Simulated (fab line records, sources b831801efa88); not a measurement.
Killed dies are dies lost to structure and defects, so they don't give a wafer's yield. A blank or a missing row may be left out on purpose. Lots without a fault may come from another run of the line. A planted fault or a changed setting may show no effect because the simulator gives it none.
Which tool did it? | flow sfq_line | 14 lots, 42 wafers sampled, at 3 steps of a route of 325

WHAT THE GAUGES READ, wafer by wafer
SFQ_L0_RS_MEAS_901: measures by four-point-probe.
lot  | measured    | on            | L0_MONX_KI_RS (ohm/sq)
L638 | day 1 12:35 | film_metro-01 | 43.7 43.4 44.1
L640 | day 1 22:35 | film_metro-01 | 43.9 43.8 43.6
L643 | day 2 13:34 | film_metro-02 | 43.4 111.6 110.2
L645 | day 2 23:34 | film_metro-04 | 43.9 44.2 44.2
L646 | day 3 04:34 | film_metro-02 | 43.5 109.6 43.2
L647 | day 3 09:35 | film_metro-01 | 42.7 42.9 42.9
L652 | day 4 10:34 | film_metro-04 | 43.7 43.5 43.7
L653 | day 4 15:35 | film_metro-04 | 43.8 43.5 43.9
L654 | day 4 20:36 | film_metro-04 | 43.5 43.4 43.5
L656 | day 5 06:35 | film_metro-04 | 44.3 44.5 44.6
L658 | day 5 16:35 | film_metro-04 | 42.5 42.4 42.5
L659 | day 5 21:34 | film_metro-04 | 43.3 43.3 43.3
L660 | day 6 02:34 | film_metro-02 | 43.2 43.6 43.7
L661 | day 6 07:34 | film_metro-02 | 43.1 43.4 43.3

SFQ_L0_THK_MEAS_902: measures by xrf.
lot  | measured    | on            | L0_MONX_KI_THK (nm)
L638 | day 1 12:41 | film_metro-01 | 39.2 39.7 39.3
L640 | day 1 22:41 | film_metro-01 | 39.8 39.7 39.5
L643 | day 2 13:41 | film_metro-02 | 39.9 15.5 15.8
L645 | day 2 23:41 | film_metro-04 | 39.3 39.2 39.0
L646 | day 3 04:41 | film_metro-02 | 39.9 15.8 40.0
L647 | day 3 09:41 | film_metro-01 | 41.1 40.1 40.4
L652 | day 4 10:41 | film_metro-04 | 39.6 39.5 39.4
L653 | day 4 15:41 | film_metro-04 | 39.3 39.5 39.3
L654 | day 4 20:42 | film_metro-04 | 39.4 39.9 39.6
L656 | day 5 06:41 | film_metro-04 | 39.0 38.9 38.8
L658 | day 5 16:41 | film_metro-04 | 40.7 40.9 40.8
L659 | day 5 21:41 | film_metro-04 | 40.0 39.6 39.9
L660 | day 6 02:41 | film_metro-02 | 40.0 39.4 39.3
L661 | day 6 07:41 | film_metro-02 | 39.7 39.7 39.7

WHICH TOOL RAN EACH LOT (tool, then ch and the chambers of the sampled wafers, then the start)
lot  | SFQ_TRILAYER_L0_DEP_SPUTTER_003
L638 | pvd_sputter-06, day 1 12:29
L640 | pvd_sputter-05, day 1 22:29
L643 | pvd_sputter-05, day 2 13:29
L645 | pvd_sputter-03, day 2 23:29
L646 | pvd_sputter-05, day 3 04:29
L647 | pvd_sputter-03, day 3 09:29
L652 | pvd_sputter-03, day 4 10:29
L653 | pvd_sputter-03, day 4 15:29
L654 | pvd_sputter-03, day 4 20:29
L656 | pvd_sputter-06, day 5 06:29
L658 | pvd_sputter-03, day 5 16:29
L659 | pvd_sputter-05, day 5 21:29
L660 | pvd_sputter-05, day 6 02:29
L661 | pvd_sputter-06, day 6 07:29
- SFQ_TRILAYER_L0_DEP_SPUTTER_003: material MoNx KI, target thk 40 nm, time 100 s.

WHAT THE TOOLS THEMSELVES READ (means of the sampled wafers that have a number; where no wafer has one, the mark that the record gives instead)
SFQ_TRILAYER_L0_DEP_SPUTTER_003.
lot  | tool           | chamber_pressure_pa (Pa) | throttle_valve_pct (%)
L638 | pvd_sputter-06 | 0.4004                   | 29.2
L640 | pvd_sputter-05 | 0.3992                   | 29.9
L643 | pvd_sputter-05 | 0.3995                   | 30.3
L645 | pvd_sputter-03 | 0.4002                   | 30.0
L646 | pvd_sputter-05 | 0.3998                   | 30.3
L647 | pvd_sputter-03 | 0.4009                   | 29.4
L652 | pvd_sputter-03 | 0.4001                   | 29.7
L653 | pvd_sputter-03 | 0.4007                   | 29.4
L654 | pvd_sputter-03 | 0.4010                   | 29.8
L656 | pvd_sputter-06 | 0.4005                   | 29.6
L658 | pvd_sputter-03 | 0.3996                   | 29.0
L659 | pvd_sputter-05 | 0.4007                   | 30.3
L660 | pvd_sputter-05 | 0.4005                   | 30.5
L661 | pvd_sputter-06 | 0.3993                   | 30.1

THE ANSWER, worked out from the rows above alone
Rule: what is usual is taken from the lots themselves. Put in order of their means at a reading, lots are off if they are a third of the lots or fewer, leave a main group of 4 or more, and stand apart from it by a gap of 3 or more times the standard deviation of the main group's means; of several such gaps the widest counts. A main group whose means are all the same, to the digits that the tables above print for the reading, isn't used. A lot without any number at a reading at which 4 lots or more have one is off too. The other lots that the step has rows for count as sound. The gauges are gone through in route order, then the tools' own readings, and for those a lot's mean is taken as printed above. The first step at which some lot is off is used, and at that step the reading that is off furthest; a lot without a number counts as furthest.
Off: L643, L646, at SFQ_L0_RS_MEAS_901 (L0_MONX_KI_RS). The main group: mean 43.5 ohm/sq, standard deviation 0.51.
A tool fits if, at a process step before that reading, it ran every lot that is off, and no sound lot after the first of them. The gauges at SFQ_L0_RS_MEAS_901 are tried like those tools. None of those tried fits.

WHAT THE SIMULATOR HAD PUT IN
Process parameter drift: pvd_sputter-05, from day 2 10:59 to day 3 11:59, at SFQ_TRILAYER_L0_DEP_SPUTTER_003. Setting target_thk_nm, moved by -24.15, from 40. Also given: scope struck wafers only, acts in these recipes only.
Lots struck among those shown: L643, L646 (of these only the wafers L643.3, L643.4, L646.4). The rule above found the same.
